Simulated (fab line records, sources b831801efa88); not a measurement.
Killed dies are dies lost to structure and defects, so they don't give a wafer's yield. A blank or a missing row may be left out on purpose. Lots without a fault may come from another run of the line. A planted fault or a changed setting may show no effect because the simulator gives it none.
Tool commonality check | flow gf180mcu | 14 lots, 42 wafers sampled

WHY IT WAS OPENED
At GF_LVPWELL_TW_MEAS_11 the reading LVPWELL_TW is flagged on 4 of 14 lots. Wafers without a fault read 569, standard deviation 5.2.
Rule: a lot is flagged when every wafer of it that has a number lies more than 4 standard deviations from that mean, or none has a number. The other lots count as sound.

lot  | measured    | on            | LVPWELL_TW, wafer by wafer | flag
L783 | day 3 19:33 | film_metro-04 | 569 569 571                |
L784 | day 4 01:25 | film_metro-01 | 562 566 565                |
L785 | day 4 08:43 | film_metro-04 | 574 576 576                |
L786 | day 4 13:40 | film_metro-03 | 569 571 575                |
L787 | day 4 17:46 | film_metro-03 | 571 570 572                |
L788 | day 5 01:38 | film_metro-01 | 567 566 564                |
L789 | day 5 07:03 | film_metro-03 | 565 563 567                |
L790 | day 5 13:55 | film_metro-04 | 574 575 577                |
L791 | day 5 21:27 | film_metro-01 | 565 568 564                |
L792 | day 6 00:31 | film_metro-04 | 575 575 579                |
L793 | day 6 08:43 | film_metro-03 | 1338 1334 1337             | FLAGGED
L794 | day 6 11:34 | film_metro-01 | 1313 1307 1315             | FLAGGED
L795 | day 6 17:46 | film_metro-03 | 1326 1339 1339             | FLAGGED
L796 | day 6 21:33 | film_metro-01 | 1309 1323 1317             | FLAGGED
The numbers of the flagged lots are 1325 on average: +756 against the usual, or +99 or more standard deviations.

WHICH TOOL RAN EACH LOT
The record holds 1 process step before the reading, out of a route of 602 steps. In each cell: the tool, then ch and the chambers that the sampled wafers went through, then the start.
lot  | flag    | GF_LVPWELL_IMPLANT_08
L783 |         | implanter-04 ch 0, day 3 19:09
L784 |         | implanter-02 ch 0, day 4 01:04
L785 |         | implanter-03 ch 0, day 4 08:19
L786 |         | implanter-02 ch 0, day 4 13:16
L787 |         | implanter-04 ch 0, day 4 17:22
L788 |         | implanter-03 ch 0, day 5 01:14
L789 |         | implanter-03 ch 0, day 5 06:39
L790 |         | implanter-03 ch 0, day 5 13:31
L791 |         | implanter-03 ch 0, day 5 21:03
L792 |         | implanter-04 ch 0, day 6 00:07
L793 | FLAGGED | implanter-03 ch 0, day 6 08:19
L794 | FLAGGED | implanter-03 ch 0, day 6 11:10
L795 | FLAGGED | implanter-02 ch 0, day 6 17:22
L796 | FLAGGED | implanter-02 ch 0, day 6 21:09
What these steps do:
- GF_LVPWELL_IMPLANT_08
- GF_LVPWELL_TW_MEAS_11

FLAGGED OVER TOTAL, TOOL BY TOOL (the gauges that took the reading come last)
step                  | tool          | lots run | flagged | share of the flagged lots | sound lots run after its first flagged lot
GF_LVPWELL_IMPLANT_08 | implanter-02  | 4        | 2       | some                      | 0
GF_LVPWELL_IMPLANT_08 | implanter-03  | 7        | 2       | some                      | 0
GF_LVPWELL_IMPLANT_08 | implanter-04  | 3        | 0       | none                      | -
GF_LVPWELL_TW_MEAS_11 | film_metro-01 | 5        | 2       | some                      | 0
GF_LVPWELL_TW_MEAS_11 | film_metro-03 | 5        | 2       | some                      | 0
GF_LVPWELL_TW_MEAS_11 | film_metro-04 | 4        | 0       | none                      | -

WHAT THE TABLE ALLOWS
No row of the table ran every flagged lot.

WHAT THE SIMULATOR HAD PUT IN
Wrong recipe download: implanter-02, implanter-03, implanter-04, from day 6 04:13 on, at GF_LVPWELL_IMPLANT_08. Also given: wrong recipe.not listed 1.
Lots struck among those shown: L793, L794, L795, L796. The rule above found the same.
